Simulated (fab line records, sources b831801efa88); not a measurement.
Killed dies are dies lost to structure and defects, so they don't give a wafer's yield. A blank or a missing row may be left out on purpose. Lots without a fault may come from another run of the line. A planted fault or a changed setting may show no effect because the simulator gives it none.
fab line records | flow sky130
record lots=13 wafers=39 last_day=50
route steps=708 shown LDD_N@251 LDD_P@263 LDD_HVN@274 PAD_OPEN@708
lots that met no fault: from a run of the same line without faults
start_h: hours from the record's first day to the start of the lot's first wafer shown | wait_h: hours since the lot's step before | " the same as in the row above | L1.1+2: a row that stands for several wafers | - no value, or no start given | * or withheld: withheld | < > ~ a bound
route shown NAME@n: a module of which the file shows steps, and the number in the route of the first | usual: mean/standard deviation of fault-free wafers | same: alike in all rows | chamber/n: place in a boat | sites: the reading at each site | _std_site: their standard deviation | _edge_site: outer sites' mean less inner sites' | radius_mm: how far each site lies from the wafer's centre | mask NAME#n: copy n | behind: the tool/chamber that last shaped the wafer | hold: why the lot was held/for how many hours/how that ended | device: the transistor (n, p or np) that didn't switch | end of line: the same wafers' tests at the end of the route | a step without rows: its recipe alone | killed: dies lost to structure and defects at the first sort, not the wafer's yield | map: a wafer's dies, x killed, . not, _ none there
set.NAME: the setting as run; set.NAME@STEP: as run at that earlier step | model.NAME: the simulator's own value behind a step, which no gauge read
steps of the route over a sample of lots; a table a step, a row a wafer
services: from which hour (start_h, from the record's first day; less than 0 if before it) a tool's chamber was out of use, for how many hours, and why
## steps
# step SKY_LDD_N_IMPLANT_14
# recipe species=BF2 energy_kev=50 dose_cm2=5e+12 tilt_deg=30 rotation_deg=180
# usual dose_ions_cm2=5.001e+12/5.5e+09 end_station_pressure_torr=4.99e-06/2.3e-07 faraday_current_uA=28.2/0.56
# columns lot.wafer tool chamber start_h wait_h dose_ions_cm2 end_station_pressure_torr faraday_current_uA
L959.2 implanter-03 0 396.00 0.1 5.012e+12 4.97e-06 28.5
L959.3 " 0 " " 5.001e+12 5.03e-06 29.4
L959.6 " 0 " " 5.002e+12 4.83e-06 27.1
L962.2 implanter-03 0 422.10 0.1 5.01e+12 5.04e-06 28.1
L962.4 " 0 " " 5.01e+12 4.9e-06 28.3
L962.6 " 0 " " 5.012e+12 5.07e-06 28.5
L963.1 implanter-04 0 444.52 0.1 5.005e+12 5.22e-06 28.6
L963.3 " 0 " " 4.998e+12 4.97e-06 28.8
L963.5 " 0 " " 5.003e+12 5.04e-06 28.3
L964.2 implanter-03 0 451.14 0.1 5.003e+12 5.12e-06 27.7
L964.4 " 0 " " 4.999e+12 5.6e-06 28.2
L964.5 " 0 " " 5.005e+12 4.53e-06 28.6
L965.3 implanter-03 0 462.37 0.1 4.987e+12 4.9e-06 29.0
L965.4 " 0 " " 4.996e+12 4.68e-06 28.3
L965.5 " 0 " " 5e+12 4.94e-06 28.7
L968.1 implanter-03 0 483.72 0.1 5.005e+12 4.96e-06 28.5
L968.5 " 0 " " 5.001e+12 4.9e-06 28.8
L968.6 " 0 " " 5.011e+12 4.85e-06 27.5
L973.3 implanter-04 0 524.28 0.1 7.438e+12 4.93e-06 41.1
L973.4 " 0 " " 7.436e+12 4.96e-06 42.9
L973.6 " 0 " " 7.437e+12 4.98e-06 41.4
L974.3 implanter-04 0 535.62 0.1 7.431e+12 4.84e-06 42.9
L974.4 " 0 " " 7.443e+12 5.11e-06 41.0
L974.5 " 0 " " 7.438e+12 5.15e-06 40.7
L978.3 implanter-02 0 569.67 0.1 4.997e+12 4.98e-06 28.2
L978.5 " 0 " " 5.013e+12 4.93e-06 28.4
L978.6 " 0 " " 5.005e+12 4.81e-06 28.7
L979.1 implanter-02 0 577.37 0.1 5.012e+12 5.5e-06 27.5
L979.2 " 0 " " 5.008e+12 5.43e-06 28.4
L979.3 " 0 " " 4.999e+12 4.8e-06 27.6
L980.3 implanter-04 0 589.97 0.1 4.995e+12 5.05e-06 28.1
L980.4 " 0 " " 5.009e+12 4.89e-06 27.7
L980.5 " 0 " " 4.99e+12 4.96e-06 28.3
L981.1 implanter-02 0 595.22 0.1 5.006e+12 5.12e-06 27.5
L981.3 " 0 " " 5.004e+12 5.04e-06 27.6
L981.6 " 0 " " 5.015e+12 4.91e-06 27.8
L982.1 implanter-04 0 616.92 0.1 5e+12 5.3e-06 27.3
L982.2 " 0 " " 5.004e+12 4.52e-06 27.8
L982.4 " 0 " " 5.001e+12 4.82e-06 28.0
# step SKY_LDD_P_OVL_MEAS_08
# usual LDD_P_OVL=-0.7/1.3
# columns lot.wafer tool chamber start_h wait_h LDD_P_OVL[nm]
L959.2 overlay-02 - 427.22 0.1 -0.9
L959.3 " - " " -1.5
L959.6 " - " " -1.4
L962.2 overlay-01 - 454.01 0.1 -0.7
L962.4 " - " " -0.2
L962.6 " - " " -2.8
L963.1 overlay-01 - 476.45 0.1 -1.0
L963.3 " - " " 1.7
L963.5 " - " " -0.3
L964.2 overlay-02 - 482.66 0.1 -0.4
L964.4 " - " " -2.1
L964.5 " - " " -1.4
L965.3 overlay-01 - 493.57 0.1 -0.2
L965.4 " - " " -0.2
L965.5 " - " " -1.2
L968.1 overlay-01 - 514.56 0.1 0.0
L968.5 " - " " 0.1
L968.6 " - " " 0.7
L973.3 overlay-01 - 553.62 0.1 -2.5
L973.4 " - " " 0.2
L973.6 " - " " -0.4
L974.3 overlay-02 - 566.67 0.1 0.1
L974.4 " - " " -1.4
L974.5 " - " " -0.7
L978.3 overlay-01 - 599.42 0.1 -0.7
L978.5 " - " " -1.2
L978.6 " - " " 0.0
L979.1 overlay-01 - 606.75 0.1 1.1
L979.2 " - " " 2.0
L979.3 " - " " 0.4
L980.3 overlay-01 - 619.32 0.1 -0.2
L980.4 " - " " -0.3
L980.5 " - " " -0.8
L981.1 overlay-01 - 624.20 0.1 0.4
L981.3 " - " " -0.7
L981.6 " - " " 0.2
L982.1 overlay-02 - 646.21 0.1 -3.4
L982.2 " - " " -4.6
L982.4 " - " " -1.7
# step SKY_LDD_P_STRIP_10
# recipe chemistry=O2/N2 power_w=1400 pressure_mtorr=1500 platen_temp_c=withheld o2_flow_sccm=3000 n2_flow_sccm=300 overash_fraction=0.5
# usual drypump_motor_current_A=6.1/0.47 oes_product_au=0.716/0.0047 strip_time_to_endpoint_s=14.18/0.043
# columns lot.wafer tool chamber start_h wait_h drypump_motor_current_A oes_product_au rf_hours_counter_h strip_time_to_endpoint_s
L959.2 plasma_asher-01 1 427.40 0.1 5.6 0.716 56 14.24
L959.3 " 0 " " 6.0 0.722 - 14.29
L959.6 " 0 " " 6.0 0.716 - 14.27
L962.2 plasma_asher-04 0 454.19 0.1 5.4 0.717 78 14.21
L962.4 " 0 " " 5.4 0.722 - 14.15
L962.6 " 0 " " 5.4 0.720 - 14.16
L963.1 plasma_asher-03 0 476.64 0.1 6.4 0.715 5 14.14
L963.3 " 0 " " 6.4 0.708 - 14.17
L963.5 " 0 " " 6.4 0.712 - 14.16
L964.2 plasma_asher-01 1 482.84 0.1 5.6 0.720 59 14.22
L964.4 " 0 " " 5.9 0.712 - 14.18
L964.5 " 1 " " 5.6 0.716 - 14.22
L965.3 plasma_asher-03 0 493.78 0.1 6.4 0.719 - 14.18
L965.4 " 1 " " 6.4 0.717 - 14.22
L965.5 " 0 " " 6.4 0.715 - 14.17
L968.1 plasma_asher-01 0 514.75 0.1 6.0 0.715 63 14.19
L968.5 " 1 " " 5.6 0.711 - 14.14
L968.6 " 0 " " 6.0 0.717 - 14.16
L973.3 plasma_asher-03 1 553.83 0.1 6.4 0.714 - 14.22
L973.4 " 0 " " 6.4 0.715 - 14.17
L973.6 " 0 " " 6.4 0.725 - 14.21
L974.3 plasma_asher-01 1 566.87 0.1 5.6 0.713 - 14.23
L974.4 " 0 " " 6.0 0.718 - 14.19
L974.5 " 0 " " 6.0 0.710 - 14.21
L978.3 plasma_asher-03 1 599.62 0.1 6.4 0.717 - 14.20
L978.5 " 1 " " 6.4 0.719 - 14.14
L978.6 " 0 " " 6.4 0.709 - 14.18
L979.1 plasma_asher-03 0 606.94 0.1 6.4 0.714 19 14.22
L979.2 " 1 " " 6.4 0.720 19 14.24
L979.3 " 1 " " 6.4 0.719 - 14.20
L980.3 plasma_asher-04 0 619.53 0.1 5.4 0.717 - 14.17
L980.4 " 1 " " 6.7 0.717 - 14.23
L980.5 " 1 " " 6.7 0.716 - 14.18
L981.1 plasma_asher-03 1 624.39 0.1 6.4 0.715 20 14.18
L981.3 " 0 " " 6.4 0.719 - 14.13
L981.6 " 1 " " 6.4 0.723 - 14.17
L982.1 plasma_asher-03 1 646.40 0.1 6.4 0.713 22 14.17
L982.2 " 0 " " 6.4 0.709 22 14.14
L982.4 " 1 " " 6.4 0.715 - 14.12
# step SKY_LDD_HVN_OVL_MEAS_07
# usual LDD_HVN_OVL=1.1/1.3
# columns lot.wafer tool chamber start_h wait_h LDD_HVN_OVL[nm]
L959.2 overlay-01 - 458.59 0.1 1.6
L959.3 " - " " 0.8
L959.6 " - " " 3.6
L962.2 overlay-02 - 485.09 0.1 0.1
L962.4 " - " " 1.4
L962.6 " - " " 1.4
L963.1 overlay-01 - 507.18 0.1 1.6
L963.3 " - " " 1.5
L963.5 " - " " 1.1
L964.2 overlay-02 - 513.64 0.1 -0.7
L964.4 " - " " 0.4
L964.5 " - " " -0.5
L965.3 overlay-02 - 524.34 0.1 0.0
L965.4 " - " " 2.1
L965.5 " - " " 0.5
L968.1 overlay-01 - 544.63 0.1 0.7
L968.5 " - " " 1.7
L968.6 " - " " -0.1
L973.3 overlay-02 - 583.70 0.1 -0.5
L973.4 " - " " -0.8
L973.6 " - " " -0.2
L974.3 overlay-01 - 596.14 0.1 0.5
L974.4 " - " " 3.0
L974.5 " - " " 1.9
L978.3 overlay-01 - 628.70 0.1 0.9
L978.5 " - " " 1.0
L978.6 " - " " 0.2
L979.1 overlay-01 - 636.23 0.1 3.1
L979.2 " - " " 1.4
L979.3 " - " " 3.2
L980.3 overlay-02 - 647.90 0.1 0.1
L980.4 " - " " -1.9
L980.5 " - " " 1.6
L981.1 overlay-02 - 653.28 0.1 1.5
L981.3 " - " " 1.0
L981.6 " - " " 1.8
L982.1 overlay-02 - 675.28 0.1 2.0
L982.2 " - " " -2.0
L982.4 " - " " 0.8
# step SKY_PAD_OPEN_PROBE_99
# usual killed_at_M0_to_M3=45/6.8 killed_at_M4_up=3.0/1.7 killed_at_contacts=25/5.7 killed_at_front_end=15/4.6 killed_at_other=0.3/0.66 killed_dies=88/9.5 killed_on_rim=17/3.6 killed_open=48/7.3 killed_short=39/6.5
# same gross_dies=492 killed_at_back_side=0
# columns lot.wafer tool chamber start_h wait_h killed_at_M0_to_M3 killed_at_M4_up killed_at_contacts killed_at_front_end killed_at_other killed_dies killed_on_rim killed_open killed_short
L959.2 prober-01 - 1071.65 0.1 49 3 14 19 0 85 14 47 38
L959.3 prober-01 - 1071.70 0.2 40 3 21 19 1 84 17 42 41
L959.6 prober-01 - 1071.85 0.2 39 4 16 26 0 85 18 53 31
L962.2 prober-01 - 1088.63 0.1 42 2 22 19 0 85 15 48 37
L962.4 prober-01 - 1088.73 0.2 43 2 19 14 0 78 14 42 35
L962.6 prober-01 - 1088.83 0.2 34 1 21 13 0 69 16 41 27
L963.1 prober-02 - 1104.51 0.1 44 2 24 27 1 98 18 48 50
L963.3 prober-02 - 1104.61 0.2 50 5 35 18 0 108 22 59 49
L963.5 prober-02 - 1104.71 0.2 43 1 28 10 0 82 17 45 37
L964.2 prober-01 - 1108.20 0.1 49 3 34 15 0 101 20 58 43
L964.4 prober-01 - 1108.30 0.2 40 4 17 18 0 79 12 45 34
L964.5 prober-01 - 1108.35 0.2 45 4 24 14 0 87 22 53 34
L965.3 prober-02 - 1112.16 0.2 40 1 16 21 0 78 14 43 35
L965.4 prober-02 - 1112.21 0.2 32 3 18 19 0 72 12 37 34
L965.5 prober-02 - 1112.26 0.2 43 3 28 16 0 90 21 45 45
L968.1 prober-01 - 1128.19 0.1 45 6 23 13 0 87 14 42 44
L968.5 prober-01 - 1128.39 0.2 43 3 33 8 0 87 20 49 38
L968.6 prober-01 - 1128.44 0.2 39 2 19 15 0 75 19 43 31
L973.3 prober-02 - 1154.20 0.2 38 0 21 18 0 77 15 41 36
L973.4 prober-02 - 1154.25 0.2 33 0 27 16 0 76 15 40 36
L973.6 prober-02 - 1154.35 0.2 56 0 20 17 1 94 21 59 35
L974.3 prober-01 - 1158.60 0.2 40 8 21 15 0 84 12 40 44
L974.4 prober-01 - 1158.65 0.2 50 2 16 8 0 76 16 37 39
L974.5 prober-01 - 1158.70 0.2 46 4 27 13 1 91 20 45 46
L978.3 prober-01 - 1181.75 0.2 50 3 25 21 1 100 19 58 40
L978.5 prober-01 - 1181.85 0.2 45 3 16 12 0 76 16 40 36
L978.6 prober-01 - 1181.90 0.2 54 6 20 16 0 96 26 53 43
L979.1 prober-02 - 1185.91 0.1 40 5 17 9 1 72 13 27 44
L979.2 prober-02 - 1185.96 0.1 46 2 23 19 0 90 19 51 38
L979.3 prober-02 - 1186.01 0.2 46 2 28 11 0 87 20 44 43
L980.3 prober-01 - 1191.00 0.2 47 6 29 11 0 93 16 55 38
L980.4 prober-01 - 1191.05 0.2 51 4 26 8 1 90 15 45 45
L980.5 prober-01 - 1191.10 0.2 63 2 32 11 0 108 19 61 47
L981.1 prober-01 - 1193.34 0.1 63 2 28 13 1 107 19 64 42
L981.3 prober-01 - 1193.44 0.2 45 4 32 11 1 93 23 45 47
L981.6 prober-01 - 1193.59 0.2 45 2 31 9 0 87 21 56 30
L982.1 prober-02 - 1205.81 0.1 51 2 24 8 0 85 17 48 37
L982.2 prober-02 - 1205.86 0.1 54 1 20 20 0 95 13 62 33
L982.4 prober-02 - 1205.96 0.2 44 2 18 14 0 78 15 49 29
# killed by level:class
L959.2 VIA1:geometric_particle:open=13 FIELD_ISO:geometric_particle:short=6 METAL2:geometric_particle:short=6 VIA2:geometric_particle:open=5 POLY_GATE:geometric_particle:open=4 CONTACT:geometric_particle:short=4 CONTACT:geometric_particle:open=4 METAL1:geometric_particle:short=4
L959.3 VIA1:geometric_particle:open=10 FIELD_ISO:geometric_particle:open=7 CONTACT:geometric_particle:open=7 VIA1:geometric_particle:short=7 POLY_GATE:geometric_particle:short=5 CONTACT:geometric_particle:short=5 LI_CONTACT:geometric_particle:open=4 LOCAL_INTERCONNECT:geometric_particle:short=4
L959.6 VIA1:geometric_particle:open=10 FIELD_ISO:geometric_particle:open=9 VIA3:geometric_particle:open=8 CONTACT:geometric_particle:open=6 POLY_GATE:geometric_particle:open=5 LI_CONTACT:geometric_particle:open=5 FIELD_ISO:geometric_particle:short=4 VIA3:geometric_particle:short=4
L962.2 VIA1:geometric_particle:open=16 LI_CONTACT:geometric_particle:open=9 CONTACT:geometric_particle:open=6 VIA1:geometric_particle:short=6 FIELD_ISO:geometric_particle:open=5 METAL1:geometric_particle:short=5 FIELD_ISO:geometric_particle:short=4 POLY_GATE:geometric_particle:short=4
L962.4 VIA1:geometric_particle:open=11 CONTACT:geometric_particle:open=7 METAL1:geometric_particle:short=6 VIA3:geometric_particle:open=6 FIELD_ISO:geometric_particle:open=5 FIELD_ISO:geometric_particle:short=4 VIA2:geometric_particle:open=4 VIA2:geometric_particle:short=4
L962.6 VIA1:geometric_particle:open=8 LI_CONTACT:geometric_particle:open=7 CONTACT:geometric_particle:open=6 VIA3:geometric_particle:open=6 FIELD_ISO:geometric_particle:open=5 FIELD_ISO:geometric_particle:short=4 VIA1:geometric_particle:short=4 LOCAL_INTERCONNECT:geometric_particle:short=4
L963.1 VIA1:geometric_particle:open=8 CONTACT:geometric_particle:short=7 CONTACT:geometric_particle:open=7 VIA2:geometric_particle:open=7 FIELD_ISO:geometric_particle:open=6 POLY_GATE:geometric_particle:short=6 METAL2:geometric_particle:short=6 METAL1:geometric_particle:short=5
L963.3 LI_CONTACT:geometric_particle:open=11 CONTACT:geometric_particle:open=11 VIA3:geometric_particle:open=9 LOCAL_INTERCONNECT:geometric_particle:short=9 VIA1:geometric_particle:open=8 POLY_GATE:geometric_particle:open=7 METAL2:geometric_particle:short=7 POLY_GATE:geometric_particle:short=6
L963.5 VIA2:geometric_particle:open=13 CONTACT:geometric_particle:open=11 METAL2:geometric_particle:short=8 METAL1:geometric_particle:short=5 LI_CONTACT:geometric_particle:open=5 LOCAL_INTERCONNECT:geometric_particle:short=5 CONTACT:geometric_particle:short=5 VIA3:geometric_particle:open=5
L964.2 VIA1:geometric_particle:open=12 VIA2:geometric_particle:open=12 LI_CONTACT:geometric_particle:open=8 LOCAL_INTERCONNECT:geometric_particle:short=8 CONTACT:geometric_particle:open=8 VIA3:geometric_particle:open=8 VIA1:geometric_particle:short=7 CONTACT:geometric_particle:short=6
L964.4 VIA1:geometric_particle:open=11 LI_CONTACT:geometric_particle:open=6 VIA2:geometric_particle:open=6 FIELD_ISO:geometric_particle:short=5 CONTACT:geometric_particle:open=5 METAL3:geometric_particle:short=5 VIA3:geometric_particle:open=5 POLY_GATE:geometric_particle:open=4
L964.5 VIA1:geometric_particle:open=13 CONTACT:geometric_particle:open=11 VIA2:geometric_particle:open=9 VIA1:geometric_particle:short=8 METAL1:geometric_particle:short=5 VIA3:geometric_particle:open=5 FIELD_ISO:geometric_particle:short=4 CONTACT:geometric_particle:short=4
L965.3 VIA1:geometric_particle:open=11 VIA1:geometric_particle:short=7 FIELD_ISO:geometric_particle:open=6 LI_CONTACT:geometric_particle:open=6 POLY_GATE:geometric_particle:open=5 METAL2:geometric_particle:short=5 VIA3:geometric_particle:open=5 FIELD_ISO:geometric_particle:short=4
L965.4 LI_CONTACT:geometric_particle:open=9 METAL1:geometric_particle:short=8 VIA1:geometric_particle:open=7 FIELD_ISO:geometric_particle:short=5 POLY_GATE:geometric_particle:open=5 VIA2:geometric_particle:open=5 FIELD_ISO:geometric_particle:open=4 VIA1:geometric_particle:short=4
L965.5 CONTACT:geometric_particle:open=10 METAL1:geometric_particle:short=7 VIA2:geometric_particle:open=6 POLY_GATE:geometric_particle:short=6 CONTACT:geometric_particle:short=6 VIA3:geometric_particle:open=6 FIELD_ISO:geometric_particle:open=5 LI_CONTACT:geometric_particle:open=5
L968.1 METAL1:geometric_particle:short=10 CONTACT:geometric_particle:open=9 VIA1:geometric_particle:open=8 METAL4:geometric_particle:short=6 VIA2:geometric_particle:open=6 POLY_GATE:geometric_particle:short=5 LI_CONTACT:geometric_particle:open=5 METAL2:geometric_particle:short=5
L968.5 VIA1:geometric_particle:open=16 CONTACT:geometric_particle:short=11 CONTACT:geometric_particle:open=10 LI_CONTACT:geometric_particle:open=8 VIA2:geometric_particle:open=5 METAL1:geometric_particle:short=4 VIA3:geometric_particle:short=4 SPACER:geometric_particle:short=3
L968.6 VIA2:geometric_particle:open=11 VIA1:geometric_particle:open=8 POLY_GATE:geometric_particle:open=5 CONTACT:geometric_particle:open=5 CONTACT:geometric_particle:short=5 LOCAL_INTERCONNECT:geometric_particle:short=4 POLY_GATE:geometric_particle:short=3 VIA1:geometric_particle:short=3
L973.3 VIA2:geometric_particle:open=8 VIA1:geometric_particle:short=8 CONTACT:geometric_particle:open=7 VIA1:geometric_particle:open=7 FIELD_ISO:geometric_particle:short=5 LI_CONTACT:geometric_particle:open=5 LOCAL_INTERCONNECT:geometric_particle:short=5 VIA3:geometric_particle:open=5
L973.4 CONTACT:geometric_particle:open=10 METAL1:geometric_particle:short=7 LI_CONTACT:geometric_particle:open=7 VIA2:geometric_particle:open=7 VIA1:geometric_particle:open=6 LOCAL_INTERCONNECT:geometric_particle:short=5 CONTACT:geometric_particle:short=5 FIELD_ISO:geometric_particle:short=4
L973.6 VIA1:geometric_particle:open=13 VIA3:geometric_particle:open=10 LI_CONTACT:geometric_particle:open=8 VIA2:geometric_particle:open=7 METAL1:geometric_particle:short=7 CONTACT:geometric_particle:open=6 VIA1:geometric_particle:short=6 FIELD_ISO:geometric_particle:open=4
L974.3 VIA1:geometric_particle:open=10 VIA2:geometric_particle:open=9 CONTACT:geometric_particle:open=8 METAL4:geometric_particle:short=8 FIELD_ISO:geometric_particle:short=6 LOCAL_INTERCONNECT:geometric_particle:short=5 VIA1:geometric_particle:short=5 METAL2:geometric_particle:short=5
L974.4 VIA2:geometric_particle:open=8 VIA3:geometric_particle:open=7 METAL2:geometric_particle:short=6 METAL3:geometric_particle:short=6 VIA1:geometric_particle:short=6 VIA1:geometric_particle:open=6 FIELD_ISO:geometric_particle:short=5 CONTACT:geometric_particle:open=5
L974.5 CONTACT:geometric_particle:short=11 VIA1:geometric_particle:open=11 CONTACT:geometric_particle:open=9 VIA3:geometric_particle:open=7 METAL2:geometric_particle:short=6 METAL1:geometric_particle:short=5 VIA1:geometric_particle:short=5 FIELD_ISO:geometric_particle:short=4
L978.3 VIA2:geometric_particle:open=12 VIA1:geometric_particle:open=12 LI_CONTACT:geometric_particle:open=11 FIELD_ISO:geometric_particle:open=8 METAL2:geometric_particle:short=6 CONTACT:geometric_particle:short=5 CONTACT:geometric_particle:open=5 VIA1:geometric_particle:short=5
L978.5 VIA2:geometric_particle:open=10 VIA1:geometric_particle:open=8 FIELD_ISO:geometric_particle:short=6 METAL1:geometric_particle:short=6 CONTACT:geometric_particle:open=6 FIELD_ISO:geometric_particle:open=5 VIA1:geometric_particle:short=5 VIA2:geometric_particle:short=4
L978.6 FIELD_ISO:geometric_particle:open=9 VIA3:geometric_particle:open=9 LI_CONTACT:geometric_particle:open=8 CONTACT:geometric_particle:open=7 VIA1:geometric_particle:open=7 METAL1:geometric_particle:short=7 METAL2:geometric_particle:short=6 VIA2:geometric_particle:open=6
L979.1 VIA1:geometric_particle:open=8 VIA1:geometric_particle:short=8 VIA3:geometric_particle:open=7 CONTACT:geometric_particle:open=6 LOCAL_INTERCONNECT:geometric_particle:short=5 METAL1:geometric_particle:short=5 FIELD_ISO:geometric_particle:short=4 CONTACT:geometric_particle:short=4
L979.2 CONTACT:geometric_particle:open=12 VIA1:geometric_particle:open=10 VIA3:geometric_particle:open=9 FIELD_ISO:geometric_particle:open=5 METAL2:geometric_particle:short=5 VIA2:geometric_particle:short=5 POLY_GATE:geometric_particle:open=4 LI_CONTACT:geometric_particle:open=4
L979.3 CONTACT:geometric_particle:open=14 CONTACT:geometric_particle:short=9 METAL1:geometric_particle:short=8 VIA1:geometric_particle:open=7 VIA1:geometric_particle:short=6 METAL2:geometric_particle:short=5 VIA3:geometric_particle:open=5 FIELD_ISO:geometric_particle:open=4
L980.3 VIA1:geometric_particle:open=15 CONTACT:geometric_particle:open=14 LI_CONTACT:geometric_particle:open=8 VIA1:geometric_particle:short=7 METAL1:geometric_particle:short=6 VIA2:geometric_particle:short=6 VIA2:geometric_particle:open=5 FIELD_ISO:geometric_particle:open=4
L980.4 VIA1:geometric_particle:open=14 CONTACT:geometric_particle:short=8 CONTACT:geometric_particle:open=7 METAL1:geometric_particle:short=7 VIA1:geometric_particle:short=7 LI_CONTACT:geometric_particle:open=5 VIA3:geometric_particle:open=5 LOCAL_INTERCONNECT:geometric_particle:short=5
L980.5 VIA1:geometric_particle:open=15 LI_CONTACT:geometric_particle:open=9 CONTACT:geometric_particle:short=8 VIA2:geometric_particle:open=8 VIA3:geometric_particle:open=8 CONTACT:geometric_particle:open=7 LOCAL_INTERCONNECT:geometric_particle:short=6 VIA2:geometric_particle:short=5
L981.1 VIA1:geometric_particle:open=19 VIA2:geometric_particle:open=10 CONTACT:geometric_particle:open=9 VIA1:geometric_particle:short=8 CONTACT:geometric_particle:short=8 LI_CONTACT:geometric_particle:open=6 METAL2:geometric_particle:short=6 VIA3:geometric_particle:open=6
L981.3 CONTACT:geometric_particle:open=8 METAL1:geometric_particle:short=8 VIA1:geometric_particle:open=8 CONTACT:geometric_particle:short=7 LOCAL_INTERCONNECT:geometric_particle:short=7 LI_CONTACT:geometric_particle:open=6 METAL2:geometric_particle:short=6 VIA3:geometric_particle:open=6
L981.6 VIA1:geometric_particle:open=13 CONTACT:geometric_particle:open=11 LI_CONTACT:geometric_particle:open=8 VIA3:geometric_particle:open=6 VIA2:geometric_particle:open=6 METAL1:geometric_particle:short=5 METAL2:geometric_particle:short=5 LOCAL_INTERCONNECT:geometric_particle:short=4
L982.1 VIA1:geometric_particle:open=17 LI_CONTACT:geometric_particle:open=8 CONTACT:geometric_particle:open=6 METAL2:geometric_particle:short=6 VIA2:geometric_particle:open=5 LOCAL_INTERCONNECT:geometric_particle:short=4 METAL1:geometric_particle:short=4 VIA1:geometric_particle:short=4
L982.2 VIA1:geometric_particle:open=21 VIA2:geometric_particle:open=11 POLY_GATE:geometric_particle:open=8 LI_CONTACT:geometric_particle:open=7 POLY_GATE:geometric_particle:short=6 CONTACT:geometric_particle:open=6 METAL1:geometric_particle:short=4 METAL2:geometric_particle:short=4
L982.4 VIA1:geometric_particle:open=14 VIA3:geometric_particle:open=9 LI_CONTACT:geometric_particle:open=8 METAL2:geometric_particle:short=6 VIA1:geometric_particle:short=5 FIELD_ISO:geometric_particle:open=4 POLY_GATE:geometric_particle:short=3 POLY_GATE:geometric_particle:open=3
## services
# columns tool chamber start_h hours kind
implanter-02 - 384.42 2.7 repair
plasma_asher-04 - 391.55 0.3 repair
plasma_asher-01 - 415.47 2.5 repair
plasma_asher-03 - 421.25 9.0 pm
plasma_asher-03 0 421.25 9.0 vent_cycle
plasma_asher-03 1 421.25 9.0 vent_cycle
implanter-04 - 423.11 11.6 repair
plasma_asher-03 0 430.25 - clean
plasma_asher-03 1 430.25 - clean
plasma_asher-01 - 440.53 14.6 pm
plasma_asher-03 - 443.76 2.1 repair
plasma_asher-04 - 456.77 1.7 repair
plasma_asher-01 - 458.41 7.9 repair
plasma_asher-04 - 478.29 0.9 repair
plasma_asher-03 - 494.54 0.5 repair
implanter-03 - 494.88 80.7 pm
implanter-02 - 521.89 2.9 repair
plasma_asher-04 - 543.83 2.8 pm
implanter-02 - 556.36 4.4 pm
implanter-04 - 567.74 1.7 repair
implanter-03 - 575.57 2.2 pm
## key
first_sign step=SKY_LDD_N_IMPLANT_14 reading=dose_ions_cm2 direction=up sigmas=99+ usual=* struck=*
effect step=SKY_LDD_N_IMPLANT_14 reading=faraday_current_uA direction=up sigmas=24 usual=28.2 struck=41.7
met_at SKY_LDD_N_IMPLANT_14
struck_lots L973,L974
tester_left_out L973,L974
not_acting_at SKY_LDD_P_OVL_MEAS_08,SKY_LDD_P_STRIP_10,SKY_LDD_HVN_OVL_MEAS_07
onset_between 444.52 524.28
fault kind=process_parameter_drift tool=implanter-04 chamber=- onset_h=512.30 steps=SKY_LDD_N_IMPLANT_14 channel=dose_cm2 offset=* shape=step end_h=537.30 acts_in=* stated=*
# tester_left_out: of these lots the tester's yield and bins aren't shown, on N5 and GAA mostly nor the transistor test; their killed dies are dies lost to structure and defects alone, not to doping, threshold or leakage, so they don't give the yield
